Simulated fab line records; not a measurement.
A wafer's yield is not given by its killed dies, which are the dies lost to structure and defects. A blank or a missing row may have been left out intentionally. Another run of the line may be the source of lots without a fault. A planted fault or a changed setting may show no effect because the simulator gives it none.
Check of tool commonality ; flow gf180mcu ; 39 wafers sampled across 13 lots

REASON FOR OPENING
At GF_HV_LDD_TW_MEAS_50 the reading HV_LDD_4_TW is flagged on 2 of 13 lots. Fault-free wafers read 567, with a standard deviation of 8.7.
Rule: a lot is flagged when every wafer of it that has a number lies more than 4 standard deviations from that mean, or none has a number. As for the other lots, they are considered sound.

lot;measured;on;HV_LDD_4_TW, wafer by wafer;flag
L988;day 12 17:43;filmMetro-01;575 573 574;
L989;day 12 22:57;filmMetro-03;557 553 556;
L990;day 13 04:26;filmMetro-03;556 557 556;
L991;day 13 22:40;filmMetro-01;573 574 576;
L992;day 14 04:41;filmMetro-01;574 574 572;
L996;day 15 10:11;filmMetro-02;572 568 571;
L995;day 15 11:13;filmMetro-02;567 567 568;
L997;day 15 19:31;filmMetro-01;573 567 570;
L999;day 16 12:08;filmMetro-03;555 559 556;
L100;day 16 21:02;filmMetro-02;569 572 573;
L103;day 17 21:43;filmMetro-03;553 555 555;
L105;day 18 16:13;filmMetro-01;703 705 705;FLAGGED
L107;day 19 08:21;filmMetro-03;680 680 683;FLAGGED
The mean of the flagged lots' numbers is 693, +126 from the usual (+14 standard deviations).

WHICH TOOL EACH LOT WENT THROUGH
The record holds 2 process steps before the reading, out of a route of 602 steps. Every cell lists first the tool, next ch and the chambers used by the sampled wafers, and last the start.
lot;flag;GF_HV_LDD_IMPLANT_48;GF_HV_LDD_STRIP_49
L988;;implanter-02 ch 0, day 12 17:28;plasmaAsher-03 ch 0,1, day 12 17:37
L989;;implanter-01 ch 0, day 12 22:43;plasmaAsher-02 ch 0,1, day 12 22:50
L990;;implanter-02 ch 0, day 13 04:11;plasmaAsher-03 ch 0,1, day 13 04:20
L991;;implanter-01 ch 0, day 13 22:25;plasmaAsher-03 ch 0, day 13 22:34
L992;;implanter-01 ch 0, day 14 04:26;plasmaAsher-03 ch 0,1, day 14 04:35
L996;;implanter-04 ch 0, day 15 09:56;plasmaAsher-02 ch 0,1, day 15 10:05
L995;;implanter-04 ch 0, day 15 10:59;plasmaAsher-01 ch 0,1, day 15 11:07
L997;;implanter-04 ch 0, day 15 19:17;plasmaAsher-02 ch 0,1, day 15 19:25
L999;;implanter-01 ch 0, day 16 11:53;plasmaAsher-02 ch 0,1, day 16 12:02
L100;;implanter-04 ch 0, day 16 20:47;plasmaAsher-01 ch 1, day 16 20:56
L103;;implanter-02 ch 0, day 17 21:28;plasmaAsher-03 ch 0,1, day 17 21:37
L105;FLAGGED;implanter-02 ch 0, day 18 15:59;plasmaAsher-02 ch 0, day 18 16:06
L107;FLAGGED;implanter-02 ch 0, day 19 08:06;plasmaAsher-01 ch 0, day 19 08:15
What is done by these steps:
- GF_HV_LDD_IMPLANT_48
- GF_HV_LDD_STRIP_49: strips in O2/N2.
- GF_HV_LDD_TW_MEAS_50

FLAGGED AGAINST TOTAL, ONE TOOL AT A TIME (gauges that did the reading follow at the end)
step;tool;lots run;flagged;share of the flagged lots;sound lots run after its first flagged lot
GF_HV_LDD_IMPLANT_48;implanter-01;4;0;none;-
GF_HV_LDD_IMPLANT_48;implanter-02;5;2;all;0
GF_HV_LDD_IMPLANT_48;implanter-04;4;0;none;-
GF_HV_LDD_STRIP_49;plasmaAsher-01;3;1;some;0
GF_HV_LDD_STRIP_49;plasmaAsher-02;5;1;some;0
GF_HV_LDD_STRIP_49;plasmaAsher-03;5;0;none;-
GF_HV_LDD_TW_MEAS_50;filmMetro-01;5;1;some;0
GF_HV_LDD_TW_MEAS_50;filmMetro-02;3;0;none;-
GF_HV_LDD_TW_MEAS_50;filmMetro-03;5;1;some;0

WHAT THE TABLE ALLOWS
Rows of the table that ran each flagged lot: 1, that is implanter-02 at GF_HV_LDD_IMPLANT_48.
- implanter-02 at GF_HV_LDD_IMPLANT_48: 2 of its 5 lots flagged. Last sound lot L103 at day 17 21:28, first flagged lot L105 at day 18 15:59; a fault beginning in between fits. Its own readings (doseIonsCm2, faradayCurrentUA) fall more than 4 standard deviations out on all wafers of the flagged lots.
Just one tool remains: implanter-02 at GF_HV_LDD_IMPLANT_48.

WHAT THE SIMULATOR PUT IN
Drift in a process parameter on implanter-02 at GF_HV_LDD_IMPLANT_48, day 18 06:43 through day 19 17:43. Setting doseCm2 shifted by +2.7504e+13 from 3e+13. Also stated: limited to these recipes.
Shown lots that were struck: L105, L107. This agrees with what the rule above found.
